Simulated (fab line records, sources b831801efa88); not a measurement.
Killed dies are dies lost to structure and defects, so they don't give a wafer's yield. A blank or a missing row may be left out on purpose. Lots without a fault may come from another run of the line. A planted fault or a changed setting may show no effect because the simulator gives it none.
Split-lot experiment | flow sfq_line | 5 lots, 23 wafers read, on a route of 325 steps

THE SPLIT
At SFQ_TRILAYER_JJ_CE_LITHO_COAT_119 (resist thk 62 nm), the setting resist_thk_nm was moved away from the recipe's 62 nm on 8 of the 23 wafers read, by -4.1% to +5.5%. The other wafers ran this setting at the recipe's value.

The reading is taken at the split's own step.

THE READING
BARC_of_TRILAYER_JJ_CE_LITHO_COAT_119.thk_nm (the simulator's own value, which no gauge read), in nm, at SFQ_TRILAYER_JJ_CE_LITHO_COAT_119 (resist thk 62 nm). The file gives no usual value for it. The 15 wafers here that ran the recipe average 62.03 nm, standard deviation 0.15 nm.

wafer  | tool, chamber at the split | resist_thk_nm as run, nm | against the recipe | BARC_of_TRILAYER_JJ_CE_LITHO_COAT_119.thk_nm, nm | against lot-mates on the recipe
L075.1 | litho_track-02, 0          | 62                       | recipe             | 62.08                                            | -
L075.5 | litho_track-02, 0          | 62                       | recipe             | 62.07                                            | -
L075.6 | litho_track-02, 0          | 62                       | recipe             | 61.93                                            | -
L080.1 | litho_track-02, 0          | 62                       | recipe             | 62.26                                            | -
L080.2 | litho_track-02, 0          | 59.93                    | -3.3%              | 60.16                                            | -2.02
L080.3 | litho_track-02, 0          | 62                       | recipe             | 62.11                                            | -
L080.4 | litho_track-02, 0          | 62                       | recipe             | 62.17                                            | -
L080.5 | litho_track-02, 0          | 59.93                    | -3.3%              | 60.12                                            | -2.06
L081.2 | litho_track-04, 0          | 62                       | recipe             | 61.74                                            | -
L081.3 | litho_track-04, 0          | 60.05                    | -3.1%              | 59.95                                            | -1.89
L081.4 | litho_track-04, 0          | 60.05                    | -3.1%              | 59.84                                            | -2.00
L081.5 | litho_track-04, 0          | 62                       | recipe             | 62.01                                            | -
L081.6 | litho_track-04, 0          | 62                       | recipe             | 61.77                                            | -
L083.2 | litho_track-04, 0          | 62                       | recipe             | 61.85                                            | -
L083.3 | litho_track-04, 0          | 62                       | recipe             | 62.02                                            | -
L083.4 | litho_track-04, 0          | 65.43                    | +5.5%              | 65.37                                            | +3.39
L083.5 | litho_track-04, 0          | 65.43                    | +5.5%              | 65.61                                            | +3.63
L083.6 | litho_track-04, 0          | 62                       | recipe             | 62.06                                            | -
L085.1 | litho_track-04, 0          | 59.45                    | -4.1%              | 59.49                                            | -2.66
L085.2 | litho_track-04, 0          | 59.45                    | -4.1%              | 59.5                                             | -2.65
L085.4 | litho_track-04, 0          | 62                       | recipe             | 62.17                                            | -
L085.5 | litho_track-04, 0          | 62                       | recipe             | 62.17                                            | -
L085.6 | litho_track-04, 0          | 62                       | recipe             | 62.11                                            | -

THE FIT
A straight line over all 23 wafers: BARC_of_TRILAYER_JJ_CE_LITHO_COAT_119.thk_nm changes by +0.622 nm for each +1% of resist_thk_nm; r = +1.00; the points scatter about the line by 0.15 nm.
The same after taking each lot's own level away (the mean of its wafers on the recipe; 23 wafers): +0.632 nm for each +1%; r = +1.00; scatter 0.085 nm.
On that fit, the largest move of resist_thk_nm shifts the reading by 3.5 nm.
The lots' own levels span 61.840 to 62.180 nm, that is 2.3 times the standard deviation above.
So the lot-to-lot level changes the slope little: the two slopes agree.
Check: with one of the wafers moved furthest among these (+5.5%) left out of the fit, the line predicts +3.55 nm for it against its lot-mates. It came out at +3.39 nm against them.

OTHER SPLITS ON THESE WAFERS
These wafers also went through other splits before the reading. Each is held against what the fit with the lots' levels taken away leaves over:
other split on the same wafers                      | wafers away from the commonest value | r with BARC_of_TRILAYER_JJ_CE_LITHO_COAT_119.thk_nm (lot level and that fit taken away)
SFQ_TRILAYER_I4_CMP_CMP_100 leave_above_ref_nm      | 5                                    | -0.09
SFQ_TRILAYER_I4_VIA_LITHO_COAT_103 spin_rpm         | 9                                    | +0.07
SFQ_TRILAYER_I4_VIA_BARC_OPEN_VIA_ETCH_146 source_w | 7                                    | +0.10
SFQ_TRILAYER_JJ_TRILAYER_DEP_SPUTTER_112 time_s     | 7                                    | -0.07

THE FILE'S OWN FIT
BARC_of_TRILAYER_JJ_CE_LITHO_COAT_119.thk_nm changes by +0.632 nm for each +1% of resist_thk_nm, r = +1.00.
